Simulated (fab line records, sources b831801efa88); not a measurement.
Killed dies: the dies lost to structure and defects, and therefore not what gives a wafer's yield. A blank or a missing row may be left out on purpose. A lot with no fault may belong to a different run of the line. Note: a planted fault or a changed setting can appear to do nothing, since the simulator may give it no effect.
A single fault, viewed from 2 desks || flow sky130 || what lay behind the numbers comes last; until then each desk has only its own

TOOL OWNER'S DESK, cvdW-01
The tool's own readings at SKY_CONTACT_CVD_24 (deposits W, target thk 340 nm, time 102.12 s): means of the sampled wafers that have a number, for each lot that ran on this tool. If a lot's mean is further than 4 standard deviations from the usual mean, the lot is out of limits and carries the mark OUT (the distance appears in the brackets).
Columns: A = chamberPressureTorr at SKY_CONTACT_CVD_24, usual 40.01 Torr; B = heaterPowerW at SKY_CONTACT_CVD_24, usual 833 W
{"lot": "L460", "first seen here": "day 34 16:16", "A": "40.52 (+6.1) OUT", "B": 837}
{"lot": "L471", "first seen here": "day 37 23:12", "A": 40.02, "B": 916}
This desk's finding: out of limits on L460; first on L460, day 34 16:16 (chamberPressureTorr at SKY_CONTACT_CVD_24). In limits: L471.

FROM THE METROLOGY DESK
Lot by lot, what the gauges showed, no matter which tool ran the lot: averages of those sampled wafers that carry a number. If a lot's mean is further than 4 standard deviations from the usual mean, the lot is out of limits and carries the mark OUT (the distance appears in the brackets).
Columns: A = cdNm at SKY_CONTACT_CD_MEAS_14, usual 169.8 nm; B = CONTACT_OVL at SKY_CONTACT_OVL_MEAS_15, usual -6 nm; C = CONTACT_W_RS at SKY_CONTACT_RS_MEAS_25, usual 0.337 ohm/sq
{"lot": "L460", "first seen here": "day 34 15:19", "A": 169.6, "B": 0, "C": 0.328}
{"lot": "L466", "first seen here": "day 36 13:41", "A": 171.8, "B": -9, "C": 0.340}
{"lot": "L469", "first seen here": "day 37 13:52", "A": 168.8, "B": -7, "C": 0.340}
{"lot": "L471", "first seen here": "day 37 22:14", "A": 170.6, "B": -6, "C": 0.333}
{"lot": "L475", "first seen here": "day 38 15:52", "A": 167.9, "B": 1, "C": 0.338}
This desk's verdict: no lot among the 5 shows anything out of limits.

PUT TOGETHER
The tool owner's desk could have raised an alarm at day 34 16:16, on L460.
At the metrology desk, nothing out of limits was observed.
The metrology desk holds a record of L460, inside its limits.
SKY_CONTACT_CVD_24 was run on cvdW-01 by each of the lots named.

WHAT WAS PUT IN BY THE SIMULATOR
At SKY_CONTACT_CVD_24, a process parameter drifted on cvdW-01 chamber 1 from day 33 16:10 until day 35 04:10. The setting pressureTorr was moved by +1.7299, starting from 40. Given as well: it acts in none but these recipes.
Shown lots that were struck: L460.
Time in hours from fault onset to the first out-of-limits reading at each desk: the tool owner's desk, 24.
